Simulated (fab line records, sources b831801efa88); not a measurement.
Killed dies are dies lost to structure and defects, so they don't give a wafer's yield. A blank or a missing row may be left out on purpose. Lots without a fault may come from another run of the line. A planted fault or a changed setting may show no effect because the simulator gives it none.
Split-lot experiment | flow sky130 | 5 lots, 23 wafers read, on a route of 708 steps

THE SPLIT
At SKY_GATE_OXIDE_COAT_05 (resist thk 1140 nm), the setting resist_thk_nm was moved away from the recipe's 1140 nm on 5 of the 23 wafers read, by +5.0% to +5.1%. The other wafers ran this setting at the recipe's value.

The reading is taken at the split's own step.

THE READING
NOVOLAK_of_GATE_OXIDE_COAT_05.thk_nm (the simulator's own value, which no gauge read), in nm, at SKY_GATE_OXIDE_COAT_05 (resist thk 1140 nm). The file gives no usual value for it. The 18 wafers here that ran the recipe average 1140 nm, standard deviation 3.6 nm.

wafer  | tool, chamber at the split | resist_thk_nm as run, nm | against the recipe | NOVOLAK_of_GATE_OXIDE_COAT_05.thk_nm, nm | against lot-mates on the recipe
L074.1 | litho_track-01, 0          | 1140                     | recipe             | 1137                                     | -
L074.2 | litho_track-01, 0          | 1197                     | +5.0%              | 1201                                     | +63
L074.3 | litho_track-01, 0          | 1197                     | +5.0%              | 1201                                     | +63
L074.4 | litho_track-01, 0          | 1197                     | +5.0%              | 1197                                     | +59
L074.5 | litho_track-01, 0          | 1140                     | recipe             | 1139                                     | -
L076.1 | litho_track-03, 0          | 1140                     | recipe             | 1137                                     | -
L076.2 | litho_track-03, 0          | 1198                     | +5.1%              | 1200                                     | +61
L076.3 | litho_track-03, 0          | 1140                     | recipe             | 1139                                     | -
L076.5 | litho_track-03, 0          | 1198                     | +5.1%              | 1201                                     | +62
L076.6 | litho_track-03, 0          | 1140                     | recipe             | 1140                                     | -
L079.1 | litho_track-03, 0          | 1140                     | recipe             | 1145                                     | -
L079.3 | litho_track-03, 0          | 1140                     | recipe             | 1142                                     | -
L079.5 | litho_track-03, 0          | 1140                     | recipe             | 1141                                     | -
L082.1 | litho_track-03, 0          | 1140                     | recipe             | 1145                                     | -
L082.2 | litho_track-03, 0          | 1140                     | recipe             | 1146                                     | -
L082.4 | litho_track-03, 0          | 1140                     | recipe             | 1143                                     | -
L082.5 | litho_track-03, 0          | 1140                     | recipe             | 1143                                     | -
L082.6 | litho_track-03, 0          | 1140                     | recipe             | 1144                                     | -
L084.1 | litho_track-01, 0          | 1140                     | recipe             | 1135                                     | -
L084.2 | litho_track-01, 0          | 1140                     | recipe             | 1137                                     | -
L084.4 | litho_track-01, 0          | 1140                     | recipe             | 1134                                     | -
L084.5 | litho_track-01, 0          | 1140                     | recipe             | 1139                                     | -
L084.6 | litho_track-01, 0          | 1140                     | recipe             | 1136                                     | -

THE FIT
A straight line over all 23 wafers: NOVOLAK_of_GATE_OXIDE_COAT_05.thk_nm changes by +11.9 nm for each +1% of resist_thk_nm; r = +0.99; the points scatter about the line by 3.4 nm.
The same after taking each lot's own level away (the mean of its wafers on the recipe; 23 wafers): +12.3 nm for each +1%; r = +1.00; scatter 1.5 nm.
On that fit, the largest move of resist_thk_nm shifts the reading by 62 nm.
The lots' own levels span 1136.2 to 1144.2 nm, that is 2.2 times the standard deviation above.
So the lot-to-lot level changes the slope little: the two slopes agree.
Check: with one of the wafers moved furthest among these (+5.1%) left out of the fit, the line predicts +62.6 nm for it against its lot-mates. It came out at +61.3 nm against them.

OTHER SPLITS ON THESE WAFERS
These wafers also went through other splits before the reading. Each is held against what the fit with the lots' levels taken away leaves over:
other split on the same wafers       | wafers away from the commonest value | r with NOVOLAK_of_GATE_OXIDE_COAT_05.thk_nm (lot level and that fit taken away)
SKY_VT_ADJUST_PCH_COAT_02 spin_rpm   | 5                                    | +0.00
SKY_VT_ADJUST_PCH_STRIP_09 power_w   | 5                                    | +0.08
SKY_SONOS_ONO_OXIDATION_00 ox_time_s | 15                                   | -0.07

THE WHOLE CHAIN: every reading that the file lists as answering this split, in the file's order
step                    | what it does       | reading                                                                               | change (the file's fit)              | r (the file's)
SKY_GATE_OXIDE_COAT_05  | resist thk 1140 nm | NOVOLAK_of_GATE_OXIDE_COAT_05.thk_nm (the simulator's own value, which no gauge read) | +12.3 nm for each +1% of the setting | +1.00
SKY_GATE_OXIDE_STRIP_13 | strips in O2/N2    | strip_time_to_endpoint_s                                                              | withheld for each +1% of the setting | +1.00

THE FILE'S OWN FIT
NOVOLAK_of_GATE_OXIDE_COAT_05.thk_nm changes by +12.3 nm for each +1% of resist_thk_nm, r = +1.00.
